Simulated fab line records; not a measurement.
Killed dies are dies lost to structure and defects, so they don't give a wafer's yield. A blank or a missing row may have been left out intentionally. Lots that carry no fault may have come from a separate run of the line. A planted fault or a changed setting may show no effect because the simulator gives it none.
Which tool is to blame? ; flow gf180mcu ; 33 wafers from 11 lots sampled at 2 of the route's 602 steps

== WHAT THE GAUGES SHOWED, per wafer ==
GF_M4_RS_MEAS_05: measures by four-point-probe.
lot;measured;on;M4_ALCU_RS (ohm/sq)
L443;day 22 17:05;film-metro-03;0.0684 0.0695 0.0691
L444;day 22 20:52;film-metro-03;0.0686 0.0693 0.0691
L445;day 23 09:43;film-metro-03;0.0691 0.0687 0.0692
L446;day 23 13:44;film-metro-02;0.0699 0.0707 0.0698
L447;day 24 04:52;film-metro-03;0.0694 0.0689 0.0687
L448;day 24 14:34;film-metro-03;0.0684 0.0680 0.0685
L449;day 24 18:10;film-metro-04;0.0682 0.0692 0.0701
L450;day 25 00:01;film-metro-04;0.0692 0.0701 0.0689
L454;day 26 14:52;film-metro-04;0.0690 0.0684 0.0688
L465;day 29 20:39;film-metro-04;0.0700 0.0702 0.0694
L466;day 30 03:38;film-metro-03;0.0696 0.0692 0.0688

== WHAT TOOL EACH LOT RAN ON (gives the tool, then ch and the chambers of the sampled wafers, and finally the start) ==
lot;GF_M4_SPUTTER_03
L443;pvd-sputter-02, day 22 17:01
L444;pvd-sputter-04, day 22 20:49
L445;pvd-sputter-04, day 23 09:38
L446;pvd-sputter-01, day 23 13:37
L447;pvd-sputter-04, day 24 04:47
L448;pvd-sputter-04, day 24 14:28
L449;pvd-sputter-02, day 24 18:05
L450;pvd-sputter-04, day 24 23:53
L454;pvd-sputter-02, day 26 14:46
L465;pvd-sputter-01, day 29 20:35
L466;pvd-sputter-01, day 30 03:35
- GF_M4_SPUTTER_03: material Ti, target thk 10 nm, time 6.7 s.

== THE ANSWER, worked out from the rows above alone ==
Rule: usual is defined by the lots themselves. The widest of any qualifying gaps counts: lots, ordered by their means at a reading, are off when they make up no more than a third of the lots, leave a main group of 4 or more, and stand apart from it by 3 or more times the standard deviation of that group's means. The tables above print the reading to a certain number of digits; a main group whose means all agree to those digits is not used. Also off: a lot with no number at a reading for which 4 or more lots have one. Any other lot the step has rows for is counted as sound.
No lot is off on any of the readings shown, so nothing can be concluded from this.

== WHAT THE SIMULATOR HAD PUT IN ==
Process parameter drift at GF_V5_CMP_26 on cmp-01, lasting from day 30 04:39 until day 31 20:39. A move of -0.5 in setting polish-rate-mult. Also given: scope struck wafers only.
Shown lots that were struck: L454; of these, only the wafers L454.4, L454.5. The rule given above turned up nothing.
